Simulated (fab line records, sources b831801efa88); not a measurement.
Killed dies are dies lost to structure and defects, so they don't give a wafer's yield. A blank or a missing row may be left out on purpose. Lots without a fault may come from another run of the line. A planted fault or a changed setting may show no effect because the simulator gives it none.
Which tool did it? | flow gf180mcu | 12 lots, 36 wafers sampled, at 4 steps of a route of 602

WHAT THE GAUGES READ, wafer by wafer
GF_SAB_THK_MEAS_01.
lot  | measured     | on            | SAB_CVD_00_THK (nm)
L424 | day 14 17:52 | film_metro-02 | 51.7 51.7 52.9
L425 | day 15 09:08 | film_metro-04 | 50.7 51.4 51.4
L426 | day 15 11:54 | film_metro-03 | 51.6 51.3 52.0
L427 | day 15 18:31 | film_metro-04 | 50.5 52.2 52.0
L428 | day 16 09:08 | film_metro-04 | 50.9 51.1 51.9
L429 | day 16 11:14 | film_metro-02 | 51.5 51.3 51.0
L435 | day 19 03:56 | film_metro-02 | 50.7 50.5 51.0
L437 | day 19 17:13 | film_metro-02 | 51.0 51.0 51.5
L441 | day 21 06:50 | film_metro-02 | 51.3 50.7 51.7
L443 | day 21 12:41 | film_metro-03 | 51.4 51.6 51.9
L444 | day 22 10:40 | film_metro-02 | 52.1 51.9 52.4
L445 | day 22 14:38 | film_metro-02 | 50.7 51.0 51.8

GF_SAB_OVL_MEAS_10.
lot  | measured     | on         | SAB_OVL (nm)
L424 | day 15 15:53 | overlay-01 | 0.5 1.1 0.4
L425 | day 16 07:05 | overlay-02 | 2.7 0.9 1.0
L426 | day 16 09:30 | overlay-01 | -0.6 0.6 1.2
L427 | day 16 16:46 | overlay-01 | -0.2 -0.5 1.3
L428 | day 17 07:31 | overlay-02 | -0.9 -0.4 -2.0
L429 | day 17 10:15 | overlay-02 | 2.5 1.9 2.3
L435 | day 20 03:04 | overlay-02 | 1.5 0.8 0.1
L437 | day 20 17:18 | overlay-02 | 0.9 -0.8 -2.5
L441 | day 22 05:54 | overlay-02 | 0.1 1.4 0.0
L443 | day 22 12:15 | overlay-02 | -0.8 -0.1 -1.1
L444 | day 23 09:48 | overlay-01 | -0.7 -0.5 -1.2
L445 | day 23 12:54 | overlay-02 | -1.1 -1.5 0.5

GF_CONTACT_THK_MEAS_01.
lot  | measured     | on            | CONTACT_CVD_00_THK (nm)
L424 | day 15 16:52 | film_metro-02 | 298.7 296.2 293.2
L425 | day 16 08:02 | film_metro-02 | 307.9 305.3 305.5
L426 | day 16 10:27 | film_metro-02 | 299.5 299.6 298.5
L427 | day 16 17:43 | film_metro-01 | 296.8 302.3 301.6
L428 | day 17 08:28 | film_metro-04 | 297.4 297.9 299.0
L429 | day 17 11:12 | film_metro-01 | 299.5 296.9 298.1
L435 | day 20 04:00 | film_metro-04 | 306.3 152.4 157.2 306.3 152.3 157.0
L437 | day 20 18:14 | film_metro-04 | 299.6 150.5 296.8 299.5 150.4 296.9
L441 | day 22 06:57 | film_metro-02 | 295.9 293.8 295.8
L443 | day 22 13:13 | film_metro-04 | 295.4 295.5 296.1
L444 | day 23 10:46 | film_metro-04 | 302.3 297.8 299.0
L445 | day 23 13:53 | film_metro-02 | 299.1 298.0 296.3

WHICH TOOL RAN EACH LOT (tool, then ch and the chambers of the sampled wafers, then the start)
lot  | GF_CONTACT_CVD_00
L424 | hdpcvd-01 ch 1,2, day 15 16:49
L425 | hdpcvd-02 ch 0,1,2, day 16 08:00
L426 | hdpcvd-02 ch 0,2, day 16 10:25
L427 | hdpcvd-02 ch 0,2, day 16 17:40
L428 | hdpcvd-01 ch 0,1,2, day 17 08:25
L429 | hdpcvd-01 ch 0,1,2, day 17 11:10
L435 | hdpcvd-02 ch 0,2, day 20 03:57
L437 | hdpcvd-02 ch 0,1,2, day 20 18:12
L441 | hdpcvd-01 ch 0,1,2, day 22 06:55
L443 | hdpcvd-01 ch 0,1, day 22 13:10
L444 | hdpcvd-02 ch 0,2, day 23 10:43
L445 | hdpcvd-01 ch 0,1, day 23 13:50
- GF_CONTACT_CVD_00: deposits SiO2, target thk 300 nm, time 50 s.

WHAT THE TOOLS THEMSELVES READ (means of the sampled wafers that have a number; where no wafer has one, the mark that the record gives instead)
GF_CONTACT_CVD_00.
lot  | tool      | sih4_flow_sccm (sccm)
L424 | hdpcvd-01 | 59.95
L425 | hdpcvd-02 | 60.03
L426 | hdpcvd-02 | 59.91
L427 | hdpcvd-02 | 59.96
L428 | hdpcvd-01 | 59.84
L429 | hdpcvd-01 | 59.92
L435 | hdpcvd-02 | 39.92
L437 | hdpcvd-02 | 50.00
L441 | hdpcvd-01 | 60.19
L443 | hdpcvd-01 | 60.14
L444 | hdpcvd-02 | 60.15
L445 | hdpcvd-01 | 59.92

THE ANSWER, worked out from the rows above alone
Rule: what is usual is taken from the lots themselves. Put in order of their means at a reading, lots are off if they are a third of the lots or fewer, leave a main group of 4 or more, and stand apart from it by a gap of 3 or more times the standard deviation of the main group's means; of several such gaps the widest counts. A main group whose means are all the same, to the digits that the tables above print for the reading, isn't used. A lot without any number at a reading at which 4 lots or more have one is off too. The other lots that the step has rows for count as sound. The gauges are gone through in route order, then the tools' own readings, and for those a lot's mean is taken as printed above. The first step at which some lot is off is used, and at that step the reading that is off furthest; a lot without a number counts as furthest.
Off: L435, L437, at GF_CONTACT_THK_MEAS_01 (CONTACT_CVD_00_THK). The main group: mean 298.6 nm, standard deviation 3.
A tool fits if, at a process step before that reading, it ran every lot that is off, and no sound lot after the first of them. The gauges at GF_CONTACT_THK_MEAS_01 aren't tried: what is off there is off at GF_CONTACT_CVD_00 too, on other tools, and a gauge's error can't cause that. None of those tried fits.

WHAT THE SIMULATOR HAD PUT IN
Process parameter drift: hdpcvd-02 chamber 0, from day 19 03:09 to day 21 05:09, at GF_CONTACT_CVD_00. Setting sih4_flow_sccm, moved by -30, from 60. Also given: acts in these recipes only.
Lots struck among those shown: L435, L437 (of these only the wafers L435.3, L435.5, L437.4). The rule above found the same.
